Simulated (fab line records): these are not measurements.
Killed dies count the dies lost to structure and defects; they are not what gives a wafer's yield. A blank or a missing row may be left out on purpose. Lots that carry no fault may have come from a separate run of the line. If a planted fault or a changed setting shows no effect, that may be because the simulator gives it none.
Which of the tools did it? -- flow gf180mcu -- 14 lots with 42 wafers sampled at 4 steps, on a route of 602 steps

## WHAT THE GAUGES SHOWED, per wafer
GF_DUAL_GATE_THK_MEAS_03. Usual: DUAL_GATE_OXIDATION_00_THK gives 10.89 nm (standard deviation 0.22).
lot,measured,on,DUAL_GATE_OXIDATION_00_THK (nm),flag
L661,day 7 20:23,film metro-01,10.54 10.73 10.63,
L663,day 8 06:41,film metro-02,11.43 11.29 11.21,
L664,day 8 15:32,film metro-04,10.85 10.65 10.77,
L666,day 8 23:31,film metro-04,10.74 10.70 10.74,
L667,day 9 04:05,film metro-04,10.73 10.93 11.02,
L669,day 9 21:54,film metro-02,10.68 10.47 10.74,
L670,day 10 02:26,film metro-02,10.65 10.56 10.67,
L675,day 11 12:36,film metro-01,11.01 10.63 10.87,
L679,day 12 14:40,film metro-04,11.24 11.17 11.10,
L680,day 13 00:17,film metro-01,10.82 10.74 10.73,
L681,day 13 05:46,film metro-04,11.04 11.07 11.03,
L682,day 13 10:59,film metro-02,11.27 11.37 11.35,
L683,day 13 19:58,film metro-04,10.94 11.07 11.12,
L684,day 14 08:59,film metro-04,10.92 10.82 10.86,

GF_M3_CD_MEAS_14: target cd 280 nm. Usual: cd nm at 280.2 nm, with a standard deviation of 1.3.
lot,measured,on,cd nm (nm),flag
L661,day 21 13:12,cd sem-01,280.4 280.6 280.5,
L663,day 22 03:52,cd sem-02,281.1 281.2 281.3,
L664,day 22 18:49,cd sem-01,279.9 278.3 279.0,
L666,day 23 01:54,cd sem-01,279.5 279.3 279.4,
L667,day 23 13:59,cd sem-01,278.3 279.1 278.2,
L675,day 26 03:45,cd sem-01,280.0 280.9 279.5,
L679,day 27 12:01,cd sem-01,280.0 280.2 279.0,
L680,day 27 17:06,cd sem-02,280.6 280.2 280.8,
L681,day 27 23:29,cd sem-02,280.9 280.8 281.2,
L682,day 28 04:38,cd sem-02,277.5 278.2 278.5,
L683,day 28 14:34,cd sem-01,282.9 282.9 281.8,
L684,day 29 00:14,cd sem-01,282.1 280.7 281.3,

GF_V3_RS_MEAS_24: the measuring method here is four-point-probe. Usual: V3_W_RS gives 0.330 ohm/sq (standard deviation 0.0035).
lot,measured,on,V3_W_RS (ohm/sq),flag
L661,day 22 14:48,film metro-01,0.331 0.330 0.328,
L663,day 23 05:37,film metro-02,0.334 0.336 0.330,
L664,day 23 19:49,film metro-04,0.329 0.331 0.328,
L666,day 24 03:08,film metro-02,0.329 0.329 0.334,
L667,day 24 15:28,film metro-02,0.331 0.334 0.331,
L675,day 27 03:16,film metro-04,0.327 0.328 0.327,
L679,day 28 10:11,film metro-02,0.331 0.330 0.328,
L680,day 28 15:23,film metro-01,0.329 0.329 0.327,
L681,day 28 21:58,film metro-02,0.330 0.333 0.335,
L682,day 29 02:34,film metro-01,0.328 0.323 0.326,
L683,day 29 12:41,film metro-02,0.332 0.334 0.337,
L684,day 29 21:51,film metro-01,0.328 0.330 0.324,

## TOOL THAT RAN EACH LOT (tool first, then ch and the chambers of the sampled wafers, then the start)
lot,GF_HV_LDD_STRIP_49
L661,"plasma asher-04 ch 0,1, day 12 13:19"
L663,"plasma asher-04 ch 0,1, day 13 01:19"
L664,"plasma asher-03 ch 0,1, day 13 12:58"
L666,"plasma asher-04 ch 0,1, day 13 20:47"
L667,"plasma asher-01 ch 0,1, day 14 04:25"
L669,"plasma asher-03 ch 0,1, day 15 01:52"
L670,"plasma asher-03 ch 0,1, day 15 05:10"
L675,"plasma asher-04 ch 0,1, day 16 23:02"
L679,"plasma asher-03 ch 0,1, day 18 10:19"
L680,"plasma asher-04 ch 0,1, day 18 18:32"
L681,"plasma asher-04 ch 0,1, day 19 00:29"
L682,"plasma asher-04 ch 0,1, day 19 07:26"
L683,"plasma asher-04 ch 0,1, day 19 18:02"
L684,"plasma asher-01 ch 0,1, day 20 08:53"
- GF_HV_LDD_STRIP_49: strips in O2/N2.

## AS READ BY THE TOOLS THEMSELVES (means over the sampled wafers that have a number; for cases with no such wafer, the mark the record gives instead)
GF_HV_LDD_STRIP_49. Usual: chamber pressure mTorr 1499.8 mTorr, standard deviation 1.4; drypump motor current A 5.6 A, standard deviation 0.56; heater power w 320 W, standard deviation 39; oes product au 0.716 a.u., standard deviation 0.0045; strip time to endpoint s 12.62 s, standard deviation 0.032.
lot,tool,chamber pressure mTorr (mTorr),drypump motor current A (A),heater power w (W),oes product au (a.u.),strip time to endpoint s (s),flag
L661,plasma asher-04,1501.1,5.7,339,0.716,12.62,
L663,plasma asher-04,1499.5,6.0,309,0.715,12.64,
L664,plasma asher-03,1501.0,5.1,309,0.717,12.68,
L666,plasma asher-04,1500.3,6.0,308,0.715,12.65,
L667,plasma asher-01,1501.1,5.7,360,0.717,12.61,
L669,plasma asher-03,-,-,-,-,-,OFF
L670,plasma asher-03,-,-,-,-,-,OFF
L675,plasma asher-04,1501.1,5.6,337,0.715,12.64,
L679,plasma asher-03,1500.6,5.1,309,0.717,12.65,
L680,plasma asher-04,1500.6,6.0,310,0.718,12.62,
L681,plasma asher-04,1499.9,5.6,337,0.713,12.63,
L682,plasma asher-04,1499.8,6.0,312,0.716,12.63,
L683,plasma asher-04,1501.7,5.6,346,0.716,12.66,
L684,plasma asher-01,1498.8,5.7,368,0.720,12.64,

## THE ANSWER, worked out from the rows above alone
Rule: take the mean of a lot's wafers that have a number; if it is more than 3 standard deviations from the usual mean, the lot is off. Also off: a lot with no number at a reading for which 4 or more lots have one. Where the step has rows for the other lots, those lots are counted as sound. The gauges are gone through in route order, then the tools' own readings, and for those a lot's mean is taken as printed above. At the first step where some lot is off, the reading lying furthest off is the one used; lots without a number count as furthest.
Off, at GF_HV_LDD_STRIP_49 on chamber pressure mTorr: L669, L670. Without a number there: L669, L670.
A tool fits if, at that step or a process step before it, it ran every lot that is off, and no sound lot after the first of them. None of those tried fits.

## WHAT THE SIMULATOR HAD PUT IN
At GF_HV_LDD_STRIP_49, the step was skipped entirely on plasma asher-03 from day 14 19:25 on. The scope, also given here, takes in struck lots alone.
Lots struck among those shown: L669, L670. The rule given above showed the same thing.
